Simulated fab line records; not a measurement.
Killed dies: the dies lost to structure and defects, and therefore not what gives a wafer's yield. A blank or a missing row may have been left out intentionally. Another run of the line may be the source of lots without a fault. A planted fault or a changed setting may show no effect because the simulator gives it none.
fab line records + flow sky130
[record]
- lots = 11
- wafers = 33
- last-day = 49
route steps=708 shown LOCAL_INTERCONNECT@399 VIA1@479 METAL2@484 PAD_OPEN@708
lots that met no fault: taken from a fault-free run of the same line
start-h: hours from the record's opening day to when the first of the lot's shown wafers began + wait-h: hours from the lot's prior step to this one + " repeats the value in the row above + L1.1+2: a single row standing in for several wafers + - value missing, or start not given + * or withheld: withheld + < > ~ a bound
route shown NAME@n: names a module that has steps shown in the file, with the first one's number in the route + usual: mean/standard deviation taken from wafers without a fault + same: alike in all rows + chamber/n: place in a boat + sites: the reading at each site + _std_site: standard deviation of those values + _edge_site: inner sites' mean taken away from outer sites' mean + radius-mm: for every site, how far away it sits from the centre of the wafer + mask NAME#n: copy n + behind: the last tool/chamber to shape the wafer + hold: what put the lot on hold/how long, in hours/how the hold closed + device: whichever transistor did not switch (one of n, p or np) + end of line: tests run on the same wafers once the route is complete + for a step that has no rows: nothing shown but its recipe + killed: at the first sort, the dies lost to defects and structure; wafer yield is something else + map: per-die view of a wafer (x killed, . not killed, _ where there is no die)
set.NAME: the run value of the setting; set.NAME@STEP: its run value at that earlier step + model.NAME: the simulator's own value behind a step, which no gauge read
the route's steps for a sample of lots (tables are steps, rows are wafers)
services: a tool's chamber out of use, with start hour (start-h, from the record's first day; less than 0 if before it), hours out, and reason
[[steps]]
[step SKY_LOCAL_INTERCONNECT_OVL_MEAS_12]
[usual]
- LOCAL_INTERCONNECT_OVL = -2/5.1
| lot.wafer | tool       | chamber | start-h | wait-h | LOCAL_INTERCONNECT_OVL[nm] |
|-----------|------------|---------|---------|--------|----------------------------|
| L331.2    | overlay-01 | -       | 704.28  | 0.1    | 1                          |
| L331.5    | "          | -       | "       | "      | 0                          |
| L331.6    | "          | -       | "       | "      | -2                         |
| L333.3    | overlay-02 | -       | 721.20  | 0.1    | -3                         |
| L333.4    | "          | -       | "       | "      | -7                         |
| L333.5    | "          | -       | "       | "      | -8                         |
| L334.4    | overlay-02 | -       | 725.12  | 0.1    | 0                          |
| L334.5    | "          | -       | "       | "      | 3                          |
| L334.6    | "          | -       | "       | "      | -3                         |
| L336.1    | overlay-01 | -       | 757.82  | 0.1    | 4                          |
| L336.3    | "          | -       | "       | "      | 1                          |
| L336.5    | "          | -       | "       | "      | 3                          |
| L338.2    | overlay-01 | -       | 767.95  | 0.1    | 0                          |
| L338.4    | "          | -       | "       | "      | -1                         |
| L338.6    | "          | -       | "       | "      | 4                          |
| L337.2    | overlay-01 | -       | 770.53  | 0.1    | -10                        |
| L337.5    | "          | -       | "       | "      | -9                         |
| L337.6    | "          | -       | "       | "      | -6                         |
| L339.1    | overlay-02 | -       | 777.68  | 0.1    | -4                         |
| L339.2    | "          | -       | "       | "      | -4                         |
| L339.4    | "          | -       | "       | "      | -10                        |
| L348.3    | overlay-02 | -       | 846.59  | 0.1    | 2                          |
| L348.4    | "          | -       | "       | "      | -3                         |
| L348.6    | "          | -       | "       | "      | 6                          |
| L349.1    | overlay-02 | -       | 846.97  | 0.1    | -4                         |
| L349.5    | "          | -       | "       | "      | -4                         |
| L349.6    | "          | -       | "       | "      | -1                         |
| L351.3    | overlay-01 | -       | 858.48  | 0.1    | 0                          |
| L351.5    | "          | -       | "       | "      | -4                         |
| L351.6    | "          | -       | "       | "      | -4                         |
| L352.2    | overlay-02 | -       | 862.20  | 0.1    | 1                          |
| L352.4    | "          | -       | "       | "      | -2                         |
| L352.6    | "          | -       | "       | "      | -5                         |
[step SKY_VIA1_CVD_21]
[recipe]
- material = W
- target-thk-nm = 270
- time-s = 80.902
- temp-c = 400
- pressure-torr = 40
[usual]
- heater-power-w = 924/67
| lot.wafer | tool     | chamber | start-h | wait-h | heater-power-w |
|-----------|----------|---------|---------|--------|----------------|
| L331.2    | cvd-w-01 | 1       | 791.30  | 0.0    | 933            |
| L331.5    | "        | 1       | "       | "      | 918            |
| L331.6    | "        | 0       | "       | "      | 1075           |
| L333.3    | cvd-w-01 | 0       | 807.82  | 0.1    | 1090           |
| L333.4    | "        | 1       | "       | "      | 933            |
| L333.5    | "        | 0       | "       | "      | 1091           |
| L334.4    | cvd-w-01 | 0       | 810.38  | 0.1    | 1075           |
| L334.5    | "        | 0       | "       | "      | 1074           |
| L334.6    | "        | 1       | "       | "      | 968            |
| L336.1    | cvd-w-01 | 1       | 842.39  | 0.0    | 942            |
| L336.3    | "        | 1       | "       | "      | 941            |
| L336.5    | "        | 0       | "       | "      | 1074           |
| L338.2    | cvd-w-02 | 0       | 853.51  | 0.0    | 862            |
| L338.4    | "        | 0       | "       | "      | 881            |
| L338.6    | "        | 0       | "       | "      | 859            |
| L337.2    | cvd-w-02 | 0       | 854.38  | 0.0    | 877            |
| L337.5    | "        | 1       | "       | "      | 890            |
| L337.6    | "        | 0       | "       | "      | 886            |
| L339.1    | cvd-w-02 | 1       | 861.33  | 0.0    | 878            |
| L339.2    | "        | 0       | "       | "      | 890            |
| L339.4    | "        | 1       | "       | "      | 904            |
| L348.3    | cvd-w-01 | 0       | 928.07  | 0.1    | 914            |
| L348.4    | "        | 1       | "       | "      | 869            |
| L348.6    | "        | 0       | "       | "      | 960            |
| L349.1    | cvd-w-01 | 0       | 929.85  | 0.0    | 929            |
| L349.5    | "        | 0       | "       | "      | 963            |
| L349.6    | "        | 1       | "       | "      | 872            |
| L351.3    | cvd-w-02 | 0       | 938.95  | 0.1    | 887            |
| L351.5    | "        | 1       | "       | "      | 911            |
| L351.6    | "        | 0       | "       | "      | 860            |
| L352.2    | cvd-w-02 | 0       | 942.40  | 0.0    | 874            |
| L352.4    | "        | 0       | "       | "      | 864            |
| L352.6    | "        | 1       | "       | "      | 921            |
[step SKY_VIA1_RS_MEAS_22]
[recipe]
- thk-meas-gauge = four-point-probe
- reads = W_of_VIA1_CVD_21+TiN_of_VIA1_SPUTTER_20
[usual]
- VIA1_W_RS = 0.432/0.0042
| lot.wafer | tool          | chamber | start-h | wait-h | VIA1_W_RS[ohm/sq] |
|-----------|---------------|---------|---------|--------|-------------------|
| L331.2    | film-metro-01 | -       | 791.41  | 0.1    | 0.424             |
| L331.5    | "             | -       | "       | "      | 0.424             |
| L331.6    | "             | -       | "       | "      | 0.429             |
| L333.3    | film-metro-02 | -       | 807.92  | 0.1    | 0.439             |
| L333.4    | "             | -       | "       | "      | 0.432             |
| L333.5    | "             | -       | "       | "      | 0.434             |
| L334.4    | film-metro-01 | -       | 810.51  | 0.1    | 0.429             |
| L334.5    | "             | -       | "       | "      | 0.424             |
| L334.6    | "             | -       | "       | "      | 0.432             |
| L336.1    | film-metro-01 | -       | 842.48  | 0.1    | 0.432             |
| L336.3    | "             | -       | "       | "      | 0.430             |
| L336.5    | "             | -       | "       | "      | 0.430             |
| L338.2    | film-metro-01 | -       | 853.62  | 0.1    | 0.442             |
| L338.4    | "             | -       | "       | "      | 0.436             |
| L338.6    | "             | -       | "       | "      | 0.444             |
| L337.2    | film-metro-02 | -       | 854.49  | 0.1    | 0.436             |
| L337.5    | "             | -       | "       | "      | 0.434             |
| L337.6    | "             | -       | "       | "      | 0.430             |
| L339.1    | film-metro-02 | -       | 861.43  | 0.1    | 0.432             |
| L339.2    | "             | -       | "       | "      | 0.429             |
| L339.4    | "             | -       | "       | "      | 0.426             |
| L348.3    | film-metro-01 | -       | 928.17  | 0.1    | 0.460             |
| L348.4    | "             | -       | "       | "      | 0.459             |
| L348.6    | "             | -       | "       | "      | 0.468             |
| L349.1    | film-metro-01 | -       | 929.94  | 0.1    | 0.434             |
| L349.5    | "             | -       | "       | "      | 0.435             |
| L349.6    | "             | -       | "       | "      | 0.462             |
| L351.3    | film-metro-01 | -       | 939.05  | 0.1    | 0.432             |
| L351.5    | "             | -       | "       | "      | 0.435             |
| L351.6    | "             | -       | "       | "      | 0.433             |
| L352.2    | film-metro-02 | -       | 942.51  | 0.1    | 0.435             |
| L352.4    | "             | -       | "       | "      | 0.433             |
| L352.6    | "             | -       | "       | "      | 0.429             |
[step SKY_VIA1_THK_MEAS_23]
[recipe]
- thk-meas-gauge = xrf
- reads = W_of_VIA1_CVD_21
[usual]
- VIA1_W_THK = 269/3.2
| lot.wafer | tool          | chamber | start-h | wait-h | VIA1_W_THK[nm] |
|-----------|---------------|---------|---------|--------|----------------|
| L331.2    | film-metro-01 | -       | 791.52  | 0.1    | 273            |
| L331.5    | "             | -       | "       | "      | 272            |
| L331.6    | "             | -       | "       | "      | 270            |
| L333.3    | film-metro-02 | -       | 808.02  | 0.1    | 266            |
| L333.4    | "             | -       | "       | "      | 271            |
| L333.5    | "             | -       | "       | "      | 268            |
| L334.4    | film-metro-01 | -       | 810.60  | 0.1    | 269            |
| L334.5    | "             | -       | "       | "      | 273            |
| L334.6    | "             | -       | "       | "      | 268            |
| L336.1    | film-metro-01 | -       | 842.60  | 0.1    | 270            |
| L336.3    | "             | -       | "       | "      | 271            |
| L336.5    | "             | -       | "       | "      | 271            |
| L338.2    | film-metro-01 | -       | 853.73  | 0.1    | 263            |
| L338.4    | "             | -       | "       | "      | 266            |
| L338.6    | "             | -       | "       | "      | 263            |
| L337.2    | film-metro-02 | -       | 854.60  | 0.1    | 267            |
| L337.5    | "             | -       | "       | "      | 270            |
| L337.6    | "             | -       | "       | "      | 273            |
| L339.1    | film-metro-02 | -       | 861.55  | 0.1    | 272            |
| L339.2    | "             | -       | "       | "      | 275            |
| L339.4    | "             | -       | "       | "      | 275            |
| L348.3    | film-metro-01 | -       | 928.27  | 0.1    | 253            |
| L348.4    | "             | -       | "       | "      | 256            |
| L348.6    | "             | -       | "       | "      | 250            |
| L349.1    | film-metro-01 | -       | 930.06  | 0.1    | 270            |
| L349.5    | "             | -       | "       | "      | 269            |
| L349.6    | "             | -       | "       | "      | 253            |
| L351.3    | film-metro-01 | -       | 939.15  | 0.1    | 270            |
| L351.5    | "             | -       | "       | "      | 268            |
| L351.6    | "             | -       | "       | "      | 268            |
| L352.2    | film-metro-02 | -       | 942.62  | 0.1    | 266            |
| L352.4    | "             | -       | "       | "      | 268            |
| L352.6    | "             | -       | "       | "      | 272            |
[step SKY_VIA1_CMP_24]
[recipe]
- stop-on = SiO2
- t-overpolish-s = 15
- down-force-psi = 3.5
- platen-rpm = 60
- target-thk-nm = 0
- pad-velocity-m-s = 0.94248
[usual]
- edge-zone-pressure-frac = 1.000/0.0054
- motor-current-A = 11.1/1.2
| lot.wafer | tool   | chamber | start-h | wait-h | edge-zone-pressure-frac | motor-current-A |
|-----------|--------|---------|---------|--------|-------------------------|-----------------|
| L331.2    | cmp-01 | 0       | 791.57  | 0.0    | 1.005                   | 10.1            |
| L331.5    | "      | 0       | "       | "      | 0.999                   | 9.9             |
| L331.6    | "      | 1       | "       | "      | 0.987                   | 13.5            |
| L333.4    | cmp-02 | 1       | 808.06  | 0.0    | 1.001                   | 10.5            |
| L333.3    | "      | 0       | "       | "      | 0.990                   | 10.1            |
| L333.5    | "      | 2       | "       | "      | 0.996                   | 12.6            |
| L334.4    | cmp-01 | 2       | 810.78  | 0.2    | 1.010                   | 10.8            |
| L334.5    | "      | 3       | "       | "      | 1.002                   | 10.6            |
| L334.6    | "      | 0       | "       | "      | 0.998                   | 10.3            |
| L336.3    | cmp-02 | 1       | 842.66  | 0.0    | 1.001                   | 10.3            |
| L336.1    | "      | 0       | "       | "      | 1.010                   | 10.4            |
| L336.5    | "      | 1       | "       | "      | 1.006                   | 10.5            |
| L338.4    | cmp-01 | 3       | 853.78  | 0.0    | 0.998                   | 10.3            |
| L338.2    | "      | 0       | "       | "      | 0.996                   | 10.0            |
| L338.6    | "      | 0       | "       | "      | 0.998                   | 9.8             |
| L337.2    | cmp-02 | 3       | 854.80  | 0.2    | 0.991                   | 11.2            |
| L337.6    | "      | 0       | "       | "      | 1.005                   | 9.7             |
| L337.5    | "      | 1       | "       | "      | 0.995                   | 10.8            |
| L339.1    | cmp-01 | 1       | 861.66  | 0.1    | 0.998                   | 13.0            |
| L339.2    | "      | 2       | "       | "      | 1.002                   | 9.8             |
| L339.4    | "      | 3       | "       | "      | 0.998                   | 10.4            |
| L348.4    | cmp-02 | 1       | 928.31  | 0.0    | 0.989                   | 10.3            |
| L348.3    | "      | 0       | "       | "      | 1.004                   | 9.9             |
| L348.6    | "      | 1       | "       | "      | 0.991                   | 10.9            |
| L349.1    | cmp-02 | 2       | 930.17  | 0.1    | 0.998                   | 12.3            |
| L349.5    | "      | 1       | "       | "      | 1.003                   | 10.3            |
| L349.6    | "      | 2       | "       | "      | 0.995                   | 12.7            |
| L351.3    | cmp-01 | 3       | 939.19  | 0.0    | 1.006                   | 9.9             |
| L351.5    | "      | 3       | "       | "      | 1.003                   | 10.2            |
| L351.6    | "      | 0       | "       | "      | 1.002                   | 10.4            |
| L352.2    | cmp-01 | 3       | 942.77  | 0.1    | 1.004                   | 10.1            |
| L352.4    | "      | 0       | "       | "      | 1.004                   | 10.0            |
| L352.6    | "      | 1       | "       | "      | 0.999                   | 13.7            |
[step SKY_METAL2_SPUTTER_01]
[recipe]
- material = TiN
- target-thk-nm = 20
- power-w = 6500
- time-s = 16.7
- chamber-pressure-pa = 0.4
[usual]
- throttle-valve-pct = 29.6/1.4
| lot.wafer | tool           | chamber | start-h | wait-h | throttle-valve-pct |
|-----------|----------------|---------|---------|--------|--------------------|
| L331.2    | pvd-sputter-01 | -       | 791.89  | 0.0    | 31.4               |
| L331.5    | "              | -       | "       | "      | 31.4               |
| L331.6    | "              | -       | "       | "      | 30.4               |
| L333.3    | pvd-sputter-04 | -       | 808.38  | 0.0    | 28.2               |
| L333.4    | "              | -       | "       | "      | 31.9               |
| L333.5    | "              | -       | "       | "      | 28.5               |
| L334.4    | pvd-sputter-02 | -       | 810.95  | 0.0    | 30.6               |
| L334.5    | "              | -       | "       | "      | 30.7               |
| L334.6    | "              | -       | "       | "      | 28.3               |
| L336.1    | pvd-sputter-02 | -       | 842.98  | 0.0    | 28.7               |
| L336.3    | "              | -       | "       | "      | 28.2               |
| L336.5    | "              | -       | "       | "      | 29.2               |
| L338.2    | pvd-sputter-02 | -       | 854.10  | 0.0    | 28.7               |
| L338.4    | "              | -       | "       | "      | 30.7               |
| L338.6    | "              | -       | "       | "      | 30.7               |
| L337.2    | pvd-sputter-02 | -       | 854.97  | 0.0    | 29.2               |
| L337.5    | "              | -       | "       | "      | 30.6               |
| L337.6    | "              | -       | "       | "      | 28.5               |
| L339.1    | pvd-sputter-02 | -       | 861.93  | 0.0    | 28.7               |
| L339.2    | "              | -       | "       | "      | 29.0               |
| L339.4    | "              | -       | "       | "      | 30.9               |
| L348.3    | pvd-sputter-01 | -       | 928.63  | 0.0    | 30.6               |
| L348.4    | "              | -       | "       | "      | 29.4               |
| L348.6    | "              | -       | "       | "      | 29.8               |
| L349.1    | pvd-sputter-02 | -       | 930.45  | 0.0    | 28.8               |
| L349.5    | "              | -       | "       | "      | 28.4               |
| L349.6    | "              | -       | "       | "      | 29.3               |
| L351.3    | pvd-sputter-04 | -       | 939.51  | 0.0    | 28.6               |
| L351.5    | "              | -       | "       | "      | 32.3               |
| L351.6    | "              | -       | "       | "      | 28.4               |
| L352.2    | pvd-sputter-04 | -       | 942.99  | 0.0    | 32.0               |
| L352.4    | "              | -       | "       | "      | 28.5               |
| L352.6    | "              | -       | "       | "      | 32.3               |
[step SKY_PAD_OPEN_PROBE_99]
[usual]
- defect-limited-yield = 82.6/1.9
- killed_at_M0_to_M3 = 42/7.1
- killed_at_M4_up = 3.3/1.9
- killed-at-contacts = 24/5
- killed-at-front-end = 15/4.7
- killed-at-other = 0.3/0.61
- killed-dies = 86/9.6
- killed-on-rim = 17/3.8
- killed-open = 47/7.5
- killed-short = 38/6.6
- sort_bin_3_pad_short = 0.9/0.42
- sort_bin_5_function = 10.2/1.5
- sort_bin_6_memory = 6.3/1.1
- sort-n-pass = 406/9.6
- sort-yield-pct = 82.6/1.9
[same]
- gross-dies = 492
- killed-at-back-side = 0
- sort_bin_4_leakage[%] = 0
- sort_bin_8_speed[%] = 0
| lot.wafer | tool      | chamber | start-h | wait-h | defect-limited-yield[%] | killed_at_M0_to_M3 | killed_at_M4_up | killed-at-contacts | killed-at-front-end | killed-at-other | killed-dies | killed-on-rim | killed-open | killed-short | sort_bin_3_pad_short[%] | sort_bin_5_function[%] | sort_bin_6_memory[%] | sort-n-pass | sort-yield-pct[%] |
|-----------|-----------|---------|---------|--------|-------------------------|--------------------|-----------------|--------------------|---------------------|-----------------|-------------|---------------|-------------|--------------|-------------------------|------------------------|----------------------|-------------|-------------------|
| L334.4    | prober-01 | -       | 1088.98 | 0.2    | 82.1                    | 39                 | 5               | 22                 | 21                  | 1               | 88          | 15            | 45          | 42           | 0.8                     | 10.2                   | 6.9                  | 404         | 82.1              |
| L334.5    | prober-01 | -       | 1089.03 | 0.2    | 86.0                    | 26                 | 4               | 26                 | 13                  | 0               | 69          | 18            | 38          | 31           | 0.8                     | 7.9                    | 5.3                  | 423         | 86.0              |
| L334.6    | prober-01 | -       | 1089.08 | 0.2    | 83.3                    | 35                 | 1               | 25                 | 21                  | 0               | 82          | 15            | 47          | 35           | 0.2                     | 10.0                   | 6.5                  | 410         | 83.3              |
| L336.1    | prober-01 | -       | 1115.04 | 0.1    | 80.5                    | 51                 | 5               | 28                 | 12                  | 0               | 96          | 18            | 54          | 42           | 1.2                     | 10.6                   | 7.7                  | 396         | 80.5              |
| L336.3    | prober-01 | -       | 1115.14 | 0.2    | 82.9                    | 45                 | 4               | 20                 | 15                  | 0               | 84          | 16            | 56          | 28           | 0.6                     | 11.0                   | 5.5                  | 408         | 82.9              |
| L336.5    | prober-01 | -       | 1115.24 | 0.2    | 81.9                    | 41                 | 4               | 31                 | 13                  | 0               | 89          | 21            | 42          | 47           | 0.6                     | 12.0                   | 5.5                  | 403         | 81.9              |
| L351.3    | prober-02 | -       | 1184.52 | 0.2    | 84.8                    | 40                 | 1               | 22                 | 12                  | 0               | 75          | 10            | 45          | 30           | 1.2                     | 7.1                    | 6.9                  | 417         | 84.8              |
| L351.5    | prober-02 | -       | 1184.62 | 0.2    | 84.6                    | 36                 | 2               | 20                 | 18                  | 0               | 76          | 17            | 36          | 37           | 1.6                     | 8.1                    | 5.7                  | 416         | 84.6              |
| L351.6    | prober-02 | -       | 1184.67 | 0.2    | 86.4                    | 39                 | 3               | 18                 | 7                   | 0               | 67          | 8             | 39          | 27           | 1.2                     | 7.3                    | 5.1                  | 425         | 86.4              |
| L352.2    | prober-01 | -       | 1187.13 | 0.1    | 82.9                    | 32                 | 5               | 28                 | 18                  | 1               | 84          | 22            | 48          | 36           | 0.6                     | 10.4                   | 6.1                  | 408         | 82.9              |
| L352.4    | prober-01 | -       | 1187.23 | 0.2    | 82.9                    | 47                 | 5               | 24                 | 8                   | 0               | 84          | 19            | 45          | 39           | 0.8                     | 8.9                    | 7.3                  | 408         | 82.9              |
| L352.6    | prober-01 | -       | 1187.33 | 0.2    | 85.0                    | 38                 | 1               | 21                 | 14                  | 0               | 74          | 12            | 50          | 24           | 0.4                     | 10.4                   | 4.3                  | 418         | 85.0              |
// killed by level:class
L334.4 VIA1:geometric-particle:open=10 FIELD_ISO:geometric-particle:open=7 CONTACT:geometric-particle:open=7 VIA2:geometric-particle:open=7 METAL1:geometric-particle:short=6 METAL2:geometric-particle:short=6 LI_CONTACT:geometric-particle:open=5 FIELD_ISO:geometric-particle:short=4
L334.5 CONTACT:geometric-particle:open=12 LI_CONTACT:geometric-particle:open=7 VIA1:geometric-particle:open=6 VIA3:geometric-particle:open=5 CONTACT:geometric-particle:short=4 METAL3:geometric-particle:short=4 FIELD_ISO:geometric-particle:short=3 POLY_GATE:geometric-particle:short=3
L334.6 VIA1:geometric-particle:open=9 CONTACT:geometric-particle:open=8 LI_CONTACT:geometric-particle:open=7 VIA3:geometric-particle:open=7 FIELD_ISO:geometric-particle:open=5 LOCAL_INTERCONNECT:geometric-particle:short=5 VIA2:geometric-particle:open=5 POLY_GATE:geometric-particle:short=4
L336.1 LI_CONTACT:geometric-particle:open=11 CONTACT:geometric-particle:open=10 VIA1:geometric-particle:open=10 METAL2:geometric-particle:short=8 VIA3:geometric-particle:open=6 METAL1:geometric-particle:short=5 VIA2:geometric-particle:open=5 POLY_GATE:geometric-particle:short=4
L336.3 VIA2:geometric-particle:open=11 LI_CONTACT:geometric-particle:open=9 VIA1:geometric-particle:open=9 VIA3:geometric-particle:open=9 CONTACT:geometric-particle:open=6 METAL3:geometric-particle:short=5 FIELD_ISO:geometric-particle:open=4 FIELD_ISO:geometric-particle:short=4
L336.5 CONTACT:geometric-particle:open=10 METAL1:geometric-particle:short=7 CONTACT:geometric-particle:short=7 VIA2:geometric-particle:open=7 VIA1:geometric-particle:open=6 LI_CONTACT:geometric-particle:open=5 VIA1:geometric-particle:short=5 VIA3:geometric-particle:open=5
L351.3 VIA3:geometric-particle:open=9 LI_CONTACT:geometric-particle:open=7 FIELD_ISO:geometric-particle:open=6 VIA2:geometric-particle:open=6 VIA1:geometric-particle:open=6 CONTACT:geometric-particle:open=5 METAL1:geometric-particle:short=5 METAL3:geometric-particle:short=5
L351.5 METAL2:geometric-particle:short=7 LI_CONTACT:geometric-particle:open=7 CONTACT:geometric-particle:open=7 VIA1:geometric-particle:short=7 FIELD_ISO:geometric-particle:short=5 VIA3:geometric-particle:open=5 POLY_GATE:geometric-particle:short=4 VIA1:geometric-particle:open=4
L351.6 CONTACT:geometric-particle:open=7 VIA2:geometric-particle:open=7 VIA3:geometric-particle:open=6 VIA1:geometric-particle:open=6 METAL1:geometric-particle:short=5 LI_CONTACT:geometric-particle:open=5 LOCAL_INTERCONNECT:geometric-particle:short=3 VIA3:geometric-particle:short=3
L352.2 VIA1:geometric-particle:open=10 LI_CONTACT:geometric-particle:open=9 CONTACT:geometric-particle:open=8 METAL1:geometric-particle:short=6 POLY_GATE:geometric-particle:open=5 POLY_GATE:geometric-particle:short=4 LOCAL_INTERCONNECT:geometric-particle:short=4 CONTACT:geometric-particle:short=4
L352.4 VIA1:geometric-particle:open=11 VIA2:geometric-particle:open=11 CONTACT:geometric-particle:open=9 METAL1:geometric-particle:short=6 VIA3:geometric-particle:open=6 METAL4:geometric-particle:short=5 CONTACT:geometric-particle:short=5 VIA2:geometric-particle:short=5
L352.6 VIA2:geometric-particle:open=9 LI_CONTACT:geometric-particle:open=8 CONTACT:geometric-particle:open=8 VIA3:geometric-particle:open=7 VIA1:geometric-particle:open=6 METAL1:geometric-particle:short=6 VIA1:geometric-particle:short=5 FIELD_ISO:geometric-particle:open=4
[[services]]
| tool           | chamber | start-h | hours | kind                           |
|----------------|---------|---------|-------|--------------------------------|
| cvd-w-01       | -       | 773.64  | 2.8   | pm                             |
| pvd-sputter-02 | -       | 779.68  | 0.9   | repair                         |
| cmp-02         | -       | 780.18  | 1.8   | repair                         |
| pvd-sputter-02 | -       | 802.63  | 1.2   | repair                         |
| pvd-sputter-02 | -       | 862.50  | 4.1   | repair                         |
| cmp-01         | -       | 864.45  | 6.7   | pm                             |
| cvd-w-02       | -       | 864.74  | 3.9   | repair                         |
| cmp-02         | -       | 896.10  | 2.9   | repair                         |
| cvd-w-01       | -       | 904.00  | 14.0  | pm                             |
| cvd-w-01       | 0       | 904.00  | 14.0  | vent-cycle                     |
| cvd-w-01       | 1       | 904.00  | 14.0  | vent-cycle                     |
| cmp-01         | -       | 905.01  | 0.5   | repair                         |
| pvd-sputter-04 | -       | 909.22  | 0.7   | repair                         |
| cmp-02         | -       | 912.23  | 4.0   | pm                             |
| cmp-02         | -       | 913.34  | 1.3   | repair                         |
| cmp-02         | -       | 916.23  | -     | consumable-replace:conditioner |
| cmp-02         | -       | 916.23  | -     | consumable-replace:pad         |
| cvd-w-02       | 1       | 916.64  | 7.3   | repair                         |
| cvd-w-01       | 0       | 918.00  | -     | clean                          |
| cvd-w-01       | 1       | 918.00  | -     | clean                          |
[[key]]
[first-sign]
- step = SKY_VIA1_RS_MEAS_22
- reading = VIA1_W_RS
- direction = up
- sigmas = 7.2
- usual = 0.432
- struck = 0.462
[effect]
- step = SKY_VIA1_THK_MEAS_23
- reading = VIA1_W_THK
- direction = down
- sigmas = 5
- usual = 269
- struck = 253
met-at SKY_VIA1_CVD_21
struck-lots L348,L349
struck-wafers L348.3,L348.4,L348.6,L349.6
not-acting-at SKY_LOCAL_INTERCONNECT_OVL_MEAS_12,SKY_VIA1_CMP_24,SKY_METAL2_SPUTTER_01
onset-between 842.39 928.07
[fault]
- kind = process-parameter-drift
- tool = cvd-w-01
- chamber = -
- onset-h = 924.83
- steps = SKY_VIA1_CVD_21
- channel = target-thk-nm
- offset = -17.592
- shape = step
- end-h = 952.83
- scope = struck-wafers-only
- acts-in = these-recipes-only
- stated = 270
